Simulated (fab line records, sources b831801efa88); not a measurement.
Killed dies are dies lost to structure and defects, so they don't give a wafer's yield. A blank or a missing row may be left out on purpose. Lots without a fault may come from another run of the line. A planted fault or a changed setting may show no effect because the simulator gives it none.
Chamber matching | flow sky130 | SKY_FIELD_ISO_ETCH_15 on rie_diel-01: 4 sister chambers
The step etches the open film in CHF3/O2, stops on Si, target depth 180 nm, time 72 s. 14 wafers are shown with their chamber, then 7 later ones without.

WAFERS WITH THEIR CHAMBER
wafer  | chamber | rf_fwd_power_W (W) | oes_product_au (a.u.) | bias_w (W)
L521.1 | 2       | 594.0              | 0.948                 | 200.7
L521.4 | 0       | 591.2              | 0.940                 | 198.7
L521.5 | 2       | 593.9              | 0.934                 | 199.4
L522.2 | 3       | 596.4              | 0.936                 | 200.1
L522.4 | 0       | 593.3              | 0.944                 | 199.8
L522.6 | 1       | 595.6              | 0.930                 | 199.6
L527.3 | 1       | 593.6              | 0.942                 | 199.5
L527.5 | 3       | 596.2              | 0.950                 | 199.5
L527.6 | 2       | 592.6              | 0.949                 | 199.8
L529.3 | 3       | 596.2              | 0.954                 | 198.5
L529.5 | 0       | 595.0              | 0.951                 | 200.3
L529.6 | 3       | 598.5              | 0.941                 | 198.7
L532.1 | 3       | 593.8              | 0.952                 | 199.7
L532.3 | 0       | 595.0              | 0.945                 | 201.5

SIGNATURES (means of the wafers above)
reading        | chamber 0 | chamber 1 | chamber 2 | chamber 3 | scatter within a chamber
rf_fwd_power_W | 593.625   | 594.600   | 593.500   | 596.220   | 1.55
oes_product_au | 0.94500   | 0.93600   | 0.94367   | 0.94660   | 0.00717
bias_w         | 200.075   | 199.550   | 199.967   | 199.300   | 0.823
Rule: a wafer's distance from a chamber is the root of the sum, over the readings, of the square of ((its reading less the chamber's mean) divided by the reading's scatter). The wafer belongs to the nearest chamber; if the next one is less than 2 further off, it can't be placed. The scatter: the root of (the sum of the squares of (reading less its chamber's mean) over the shown wafers, divided by (wafers less chambers)).

WAFERS WITHOUT THEIR CHAMBER
wafer  | rf_fwd_power_W (W) | oes_product_au (a.u.) | bias_w (W)
L532.6 | 592.6              | 0.947                 | 199.8
L538.3 | 598.6              | 0.955                 | 199.7
L538.4 | 594.1              | 0.944                 | 200.6
L538.5 | 594.2              | 0.945                 | 200.4
L539.1 | 597.9              | 0.948                 | 198.8
L539.4 | 596.3              | 0.944                 | 199.0
L539.6 | 597.2              | 0.940                 | 199.7

WHICH CHAMBER EACH WENT THROUGH
wafer  | from the rows above               | in truth
L532.6 | can't be placed: 2 or 0 or 1 or 3 | 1
L538.3 | can't be placed: 3 or 0 or 2 or 1 | 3
L538.4 | can't be placed: 0 or 2 or 1 or 3 | 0
L538.5 | can't be placed: 0 or 2 or 1 or 3 | 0
L539.1 | can't be placed: 3 or 1 or 0 or 2 | 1
L539.4 | can't be placed: 3 or 1 or 2 or 0 | 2
L539.6 | can't be placed: 3 or 1 or 0 or 2 | 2
Placed correctly: 0 of 7. Can't be placed from these rows: 7 (the true chamber is among the candidates in 7). Placed wrongly: 0.
